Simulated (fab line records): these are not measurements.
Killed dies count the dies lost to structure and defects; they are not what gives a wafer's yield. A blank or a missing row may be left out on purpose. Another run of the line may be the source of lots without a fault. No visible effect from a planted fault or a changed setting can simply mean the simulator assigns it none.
The tool behind it: which one? + flow sky130 + 42 wafers from 14 lots sampled at 5 of the route's 708 steps

## WHAT EACH GAUGE READ, for each wafer
No reading from a measuring or inspecting step in the record can be judged against a usual standard deviation.

## WHICH TOOL RAN EACH LOT (tool, then ch and the chambers of the sampled wafers, then the start)
| lot  | SKY_VIA4_ETCH_12                   | SKY_METAL5_SPUTTER_01        | SKY_METAL5_METAL_ETCH_15          | SKY_METAL5_STRIP_16                  | SKY_PAD_OPEN_ETCH_07               |
|------|------------------------------------|------------------------------|-----------------------------------|--------------------------------------|------------------------------------|
| L988 | rie_diel-01 ch 2,3, day 43 16:59   | pvd_sputter-03, day 43 18:24 | rie_metal-02 ch 0,1, day 44 17:05 | plasma_asher-04 ch 0,1, day 44 17:25 | rie_diel-01 ch 0,1,2, day 46 13:27 |
| L989 | rie_diel-01 ch 1,3, day 43 20:34   | pvd_sputter-02, day 43 21:59 | rie_metal-01 ch 0,1, day 44 20:02 | plasma_asher-01 ch 0,1, day 44 20:16 | rie_diel-01 ch 0,1,3, day 46 15:30 |
| L990 | rie_diel-01 ch 1,3, day 44 02:17   | pvd_sputter-03, day 44 03:47 | rie_metal-01 ch 0,1, day 45 02:08 | plasma_asher-04 ch 0,1, day 45 02:22 | rie_diel-03 ch 1,2,3, day 46 22:09 |
| L991 | rie_diel-03 ch 1,2, day 44 21:53   | pvd_sputter-01, day 44 23:16 | rie_metal-01 ch 0,1, day 45 20:10 | plasma_asher-04 ch 0,1, day 45 20:21 | rie_diel-03 ch 0,1, day 47 13:48   |
| L992 | rie_diel-04 ch 0,3, day 45 01:43   | pvd_sputter-01, day 45 03:08 | rie_metal-03 ch 0,1, day 46 01:49 | plasma_asher-04 ch 0,1, day 46 02:03 | rie_diel-01 ch 0,1,2, day 47 19:30 |
| L993 | rie_diel-03 ch 1,3, day 45 05:01   | pvd_sputter-02, day 45 06:45 | rie_metal-03 ch 0,1, day 46 04:23 | plasma_asher-01 ch 0,1, day 46 04:37 | rie_diel-01 ch 0,1,3, day 47 22:00 |
| L994 | rie_diel-01 ch 2,3, day 45 11:02   | pvd_sputter-01, day 45 12:44 | rie_metal-02 ch 0,1, day 46 10:20 | plasma_asher-02 ch 0,1, day 46 10:34 | rie_diel-03 ch 1,2,3, day 48 03:54 |
| L995 | rie_diel-03 ch 2,3, day 45 19:29   | pvd_sputter-02, day 45 20:52 | rie_metal-01 ch 0,1, day 46 17:13 | plasma_asher-02 ch 0,1, day 46 17:27 | rie_diel-03 ch 0,1,3, day 48 10:12 |
| L996 | rie_diel-03 ch 0,3, day 45 20:59   | pvd_sputter-03, day 45 22:25 | rie_metal-03 ch 0,1, day 46 18:58 | plasma_asher-04 ch 0,1, day 46 19:09 | rie_diel-01 ch 1,2,3, day 48 11:42 |
| L997 | rie_diel-04 ch 1,2, day 46 00:22   | pvd_sputter-02, day 46 01:46 | rie_metal-02 ch 0,1, day 46 23:11 | plasma_asher-02 ch 0, day 46 23:31   | rie_diel-03 ch 0,1,3, day 48 15:24 |
| L101 | rie_diel-03 ch 1,3, day 47 00:59   | pvd_sputter-01, day 47 02:26 | rie_metal-02 ch 0,1, day 47 22:41 | plasma_asher-02 ch 0,1, day 47 22:55 | rie_diel-02 ch 1,3, day 49 12:39   |
| L106 | rie_diel-04 ch 0,3, day 48 04:14   | pvd_sputter-03, day 48 05:54 | rie_metal-02 ch 1, day 49 00:29   | plasma_asher-01 ch 0,1, day 49 00:52 | rie_diel-01 ch 3, day 50 11:27     |
| L105 | rie_diel-04 ch 1,2,3, day 48 05:37 | pvd_sputter-01, day 48 07:31 | rie_metal-02 ch 1, day 49 02:30   | plasma_asher-02 ch 0,1, day 49 02:58 | rie_diel-01 ch 1,2, day 50 13:45   |
| L108 | rie_diel-01 ch 1,2,3, day 48 20:02 | pvd_sputter-03, day 48 22:19 | rie_metal-03 ch 0,1, day 49 15:15 | plasma_asher-02 ch 0,1, day 49 15:26 | rie_diel-02 ch 1,2,3, day 50 22:39 |
- SKY_VIA4_ETCH_12: etches SiO2 in C4F8/O2/Ar, stops on TiN, target depth 580 nm.
- SKY_METAL5_SPUTTER_01: material TiN, target thk 20 nm, time 16.7 s.
- SKY_METAL5_METAL_ETCH_15: etches the open film in Cl2/BCl3, stops on SiO2, target depth 1260 nm, time 252 s.
- SKY_METAL5_STRIP_16: strips in O2/N2.
- SKY_PAD_OPEN_ETCH_07: etches the open film in CF4/O2, stops on AlCu, target depth 725 nm, time 161.1 s.

## WHAT THE TOOLS THEMSELVES READ (means of the sampled wafers that have a number; where no wafer has one, the mark that the record gives instead)
SKY_VIA4_ETCH_12. Usual: bias_w 1200 W, standard deviation 3.5; oes_product_au 0.925 a.u., standard deviation 0.0049; rf_fwd_power_W 1491 W, standard deviation 5.4.
| lot  | tool        | bias_w (W) | oes_product_au (a.u.) | rf_fwd_power_W (W) | flag |
|------|-------------|------------|-----------------------|--------------------|------|
| L988 | rie_diel-01 | 1201       | 0.929                 | 1488               |      |
| L989 | rie_diel-01 | 1199       | 0.923                 | 1493               |      |
| L990 | rie_diel-01 | 1203       | 0.924                 | 1491               |      |
| L991 | rie_diel-03 | 1199       | 0.926                 | 1490               |      |
| L992 | rie_diel-04 | 1200       | 0.929                 | 1494               |      |
| L993 | rie_diel-03 | 1198       | 0.924                 | 1487               |      |
| L994 | rie_diel-01 | 1200       | 0.920                 | 1489               |      |
| L995 | rie_diel-03 | 1198       | 0.927                 | 1491               |      |
| L996 | rie_diel-03 | 1204       | 0.926                 | 1491               |      |
| L997 | rie_diel-04 | 1198       | 0.926                 | 1497               |      |
| L101 | rie_diel-03 | 1196       | 0.925                 | 1489               |      |
| L106 | rie_diel-04 | 1204       | 0.926                 | 1493               |      |
| L105 | rie_diel-04 | 1198       | 0.928                 | 1490               |      |
| L108 | rie_diel-01 | 1198       | 0.922                 | 1495               |      |

SKY_METAL5_SPUTTER_01. Usual: 29.6 % for throttle_valve_pct, sd 0.91.
| lot  | tool           | throttle_valve_pct (%) | flag |
|------|----------------|------------------------|------|
| L988 | pvd_sputter-03 | 29.6                   |      |
| L989 | pvd_sputter-02 | 29.2                   |      |
| L990 | pvd_sputter-03 | 28.5                   |      |
| L991 | pvd_sputter-01 | 29.7                   |      |
| L992 | pvd_sputter-01 | 30.5                   |      |
| L993 | pvd_sputter-02 | 29.9                   |      |
| L994 | pvd_sputter-01 | 30.4                   |      |
| L995 | pvd_sputter-02 | 29.3                   |      |
| L996 | pvd_sputter-03 | 29.6                   |      |
| L997 | pvd_sputter-02 | 29.5                   |      |
| L101 | pvd_sputter-01 | 29.7                   |      |
| L106 | pvd_sputter-03 | 30.2                   |      |
| L105 | pvd_sputter-01 | 29.8                   |      |
| L108 | pvd_sputter-03 | 28.6                   |      |

SKY_METAL5_METAL_ETCH_15. Usual: bias_w 48.49 W, standard deviation 0.14; drypump_motor_current_A 5.9 A, standard deviation 0.32; oes_product_au 0.894 a.u., standard deviation 0.0055; rf_fwd_power_W 897.9 W, standard deviation 2.6; throttle_valve_pct 22.264 %, standard deviation 0.0093.
| lot  | tool         | bias_w (W) | drypump_motor_current_A (A) | oes_product_au (a.u.) | rf_fwd_power_W (W) | throttle_valve_pct (%) | flag |
|------|--------------|------------|-----------------------------|-----------------------|--------------------|------------------------|------|
| L988 | rie_metal-02 | 48.42      | 5.7                         | 0.898                 | 897.4              | 22.268                 |      |
| L989 | rie_metal-01 | 48.44      | 5.7                         | 0.899                 | 898.9              | 22.261                 |      |
| L990 | rie_metal-01 | 48.36      | 5.8                         | 0.899                 | 900.3              | 22.258                 |      |
| L991 | rie_metal-01 | 48.44      | 5.7                         | 0.897                 | 899.8              | 22.267                 |      |
| L992 | rie_metal-03 | 48.40      | 6.2                         | 0.891                 | 898.4              | 22.265                 |      |
| L993 | rie_metal-03 | 48.48      | 6.2                         | 0.899                 | 896.9              | 22.264                 |      |
| L994 | rie_metal-02 | 48.59      | 5.7                         | 0.893                 | 899.9              | 22.264                 |      |
| L995 | rie_metal-01 | 48.56      | 5.6                         | 0.892                 | 899.0              | 22.261                 |      |
| L996 | rie_metal-03 | 48.44      | 6.1                         | 0.891                 | 893.8              | 22.262                 |      |
| L997 | rie_metal-02 | 48.65      | 5.7                         | 0.892                 | 895.0              | 22.262                 |      |
| L101 | rie_metal-02 | 48.37      | 5.9                         | 0.891                 | 894.4              | 22.256                 |      |
| L106 | rie_metal-02 | 48.51      | 5.6                         | 0.759                 | 898.1              | 22.259                 | OFF  |
| L105 | rie_metal-02 | 48.49      | 5.6                         | 0.834                 | 900.2              | 22.259                 | OFF  |
| L108 | rie_metal-03 | 48.48      | 6.1                         | 0.892                 | 898.2              | 22.264                 |      |

SKY_METAL5_STRIP_16. Usual: drypump_motor_current_A 5.4 A, standard deviation 0.47; oes_product_au 0.711 a.u., standard deviation 0.0045; strip_time_to_endpoint_s 13.04 s, standard deviation 0.18.
| lot  | tool            | drypump_motor_current_A (A) | oes_product_au (a.u.) | strip_time_to_endpoint_s (s) | flag |
|------|-----------------|-----------------------------|-----------------------|------------------------------|------|
| L988 | plasma_asher-04 | 5.2                         | 0.710                 | 12.98                        |      |
| L989 | plasma_asher-01 | 5.7                         | 0.709                 | 13.11                        |      |
| L990 | plasma_asher-04 | 5.7                         | 0.710                 | 13.20                        |      |
| L991 | plasma_asher-04 | 5.2                         | 0.712                 | 13.16                        |      |
| L992 | plasma_asher-04 | 5.7                         | 0.709                 | 12.81                        |      |
| L993 | plasma_asher-01 | 5.7                         | 0.709                 | 12.76                        |      |
| L994 | plasma_asher-02 | 5.2                         | 0.710                 | 13.11                        |      |
| L995 | plasma_asher-02 | 5.1                         | 0.709                 | 13.06                        |      |
| L996 | plasma_asher-04 | 5.7                         | 0.712                 | 13.02                        |      |
| L997 | plasma_asher-02 | 5.2                         | 0.712                 | 13.14                        |      |
| L101 | plasma_asher-02 | 5.1                         | 0.713                 | 13.02                        |      |
| L106 | plasma_asher-01 | 5.7                         | 0.709                 | 15.87                        | OFF  |
| L105 | plasma_asher-02 | 5.2                         | 0.709                 | 14.56                        | OFF  |
| L108 | plasma_asher-02 | 5.2                         | 0.710                 | 12.83                        |      |

SKY_PAD_OPEN_ETCH_07. Usual: bias_w 149.9 W, standard deviation 0.5; drypump_motor_current_A 5.5 A, standard deviation 0.52; oes_product_au 0.977 a.u., standard deviation 0.0069; rf_fwd_power_W 796.7 W, standard deviation 2.1; throttle_valve_pct 5.964 %, standard deviation 0.011.
| lot  | tool        | bias_w (W) | drypump_motor_current_A (A) | oes_product_au (a.u.) | rf_fwd_power_W (W) | throttle_valve_pct (%) | flag |
|------|-------------|------------|-----------------------------|-----------------------|--------------------|------------------------|------|
| L988 | rie_diel-01 | 149.8      | 5.4                         | 0.979                 | 797.2              | 5.968                  |      |
| L989 | rie_diel-01 | 150.3      | 5.3                         | 0.976                 | 796.3              | 5.963                  |      |
| L990 | rie_diel-03 | 149.6      | 6.1                         | 0.979                 | 797.2              | 5.969                  |      |
| L991 | rie_diel-03 | 150.4      | 5.1                         | 0.973                 | 796.9              | 5.958                  |      |
| L992 | rie_diel-01 | 150.2      | 5.4                         | 0.982                 | 795.3              | 5.973                  |      |
| L993 | rie_diel-01 | 149.5      | 5.3                         | 0.971                 | 795.5              | 5.964                  |      |
| L994 | rie_diel-03 | 149.9      | 6.1                         | 0.970                 | 795.5              | 5.964                  |      |
| L995 | rie_diel-03 | 149.5      | 5.5                         | 0.977                 | 797.5              | 5.960                  |      |
| L996 | rie_diel-01 | 150.0      | 5.3                         | 0.977                 | 798.0              | 5.962                  |      |
| L997 | rie_diel-03 | 149.7      | 5.5                         | 0.983                 | 799.9              | 5.964                  |      |
| L101 | rie_diel-02 | 150.3      | 5.2                         | 0.973                 | 796.2              | 5.955                  |      |
| L106 | rie_diel-01 | 149.6      | 5.5                         | 0.982                 | 796.1              | 5.971                  |      |
| L105 | rie_diel-01 | 149.8      | 5.2                         | 0.981                 | 798.5              | 5.957                  |      |
| L108 | rie_diel-02 | 149.9      | 5.4                         | 0.987                 | 795.2              | 5.964                  |      |

## THE ANSWER, worked out from the rows above alone
Rule: a lot is off if the mean of its wafers that have a number lies more than 3 standard deviations from the usual mean. A lot without any number at a reading at which 4 lots or more have one is off too. Any other lot the step has rows for is counted as sound. Order of review: gauges by route order, followed by the tools' own readings, for which a lot's mean as printed above is used. The first step at which some lot is off is used, and at that step the reading that is off furthest; a lot without a number counts as furthest.
Off: L106, L105, at SKY_METAL5_METAL_ETCH_15 (oes_product_au).
If a tool, at that step or one of the process steps before it, ran each lot that is off and ran no sound lot following the first of them, it fits. Undecided on this evidence; 2 tools fit (rie_diel-04 at SKY_VIA4_ETCH_12, rie_metal-02 at SKY_METAL5_METAL_ETCH_15).

## WHAT HAD BEEN PUT IN BY THE SIMULATOR
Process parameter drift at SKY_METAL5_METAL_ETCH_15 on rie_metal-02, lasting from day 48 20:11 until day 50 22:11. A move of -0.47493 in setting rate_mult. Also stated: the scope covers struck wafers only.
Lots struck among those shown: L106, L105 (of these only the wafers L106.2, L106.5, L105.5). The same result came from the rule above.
